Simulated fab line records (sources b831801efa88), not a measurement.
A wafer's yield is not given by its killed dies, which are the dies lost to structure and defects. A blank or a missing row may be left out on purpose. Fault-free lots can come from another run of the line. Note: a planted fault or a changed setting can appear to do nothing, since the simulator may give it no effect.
The tool behind it: which one? ; flow sky130 ; 18 wafers from 6 lots sampled at 4 of the route's 708 steps

## WHAT THE GAUGES READ, wafer by wafer
SKY_VIA4_THK_MEAS_01.
lot;measured;on;VIA4_HDPCVD_THK (nm)
L541;day 43 10:21;film metro-04;1756 1778 1780
L546;day 44 16:24;film metro-01;2215 1755 1761
L555;day 46 21:01;film metro-03;1763 1731 1763
L557;day 47 10:50;film metro-01;1807 1760 1785
L559;day 47 23:12;film metro-04;1729 1749 1723
L562;day 48 10:08;film metro-03;1740 1766 1775

## EACH LOT AND THE TOOL THAT RAN IT (in order: tool; ch and the chambers of the sampled wafers; start)
lot;SKY_METAL4_SPUTTER_04;SKY_METAL4_ETCH_17;SKY_VIA4_HDPCVD_00
L541;pvd sputter-04, day 41 06:48;rie diel-03 ch 0,2, day 43 09:16;hdpcvd-02 ch 0,1, day 43 10:05
L546;pvd sputter-04, day 42 15:44;rie diel-04 ch 0,1,3, day 44 15:26;hdpcvd-02 ch 0,1,2, day 44 16:13
L555;pvd sputter-01, day 45 00:06;rie diel-04 ch 1,2, day 46 20:02;hdpcvd-01 ch 0,1, day 46 20:49
L557;pvd sputter-03, day 45 13:26;rie diel-02 ch 2,3, day 47 09:41;hdpcvd-01 ch 0,1, day 47 10:38
L559;pvd sputter-03, day 46 02:15;rie diel-03 ch 0,2,3, day 47 22:01;hdpcvd-02 ch 0,1,2, day 47 23:05
L562;pvd sputter-04, day 46 14:17;rie diel-04 ch 0,1,3, day 48 09:09;hdpcvd-01 ch 0,1, day 48 09:57
- SKY_METAL4_SPUTTER_04: material TiN, target thk 70 nm, time 58.3 s.
- SKY_METAL4_ETCH_17: etches SiO2 in C4F8/O2/Ar, stops on TiN, time 3.9 s, target depth 15 nm.
- SKY_VIA4_HDPCVD_00: deposits SiO2, target thk 1750 nm, time 291.7 s.

## THE ANSWER, worked out from the rows above alone
Rule: usual is defined by the lots themselves. The widest of any qualifying gaps counts: lots, ordered by their means at a reading, are off when they make up no more than a third of the lots, leave a main group of 4 or more, and stand apart from it by 3 or more times the standard deviation of that group's means. Not used: any main group whose means are identical at the precision the tables above print for the reading. Also off: a lot with no number at a reading for which 4 or more lots have one. Where the step has rows for the other lots, those lots are counted as sound.
Off: at SKY_VIA4_THK_MEAS_01 (VIA4_HDPCVD_THK), L546. Mean 1760 nm and standard deviation 17 in the main group.
If a tool, at a process step before that reading, ran all the lots that are off and no sound lot after the first of them, it fits. Those tools and the gauges at SKY_VIA4_THK_MEAS_01 are tried in the same way. Not one of the candidates tried fits.

## WHAT THE SIMULATOR HAD INSERTED
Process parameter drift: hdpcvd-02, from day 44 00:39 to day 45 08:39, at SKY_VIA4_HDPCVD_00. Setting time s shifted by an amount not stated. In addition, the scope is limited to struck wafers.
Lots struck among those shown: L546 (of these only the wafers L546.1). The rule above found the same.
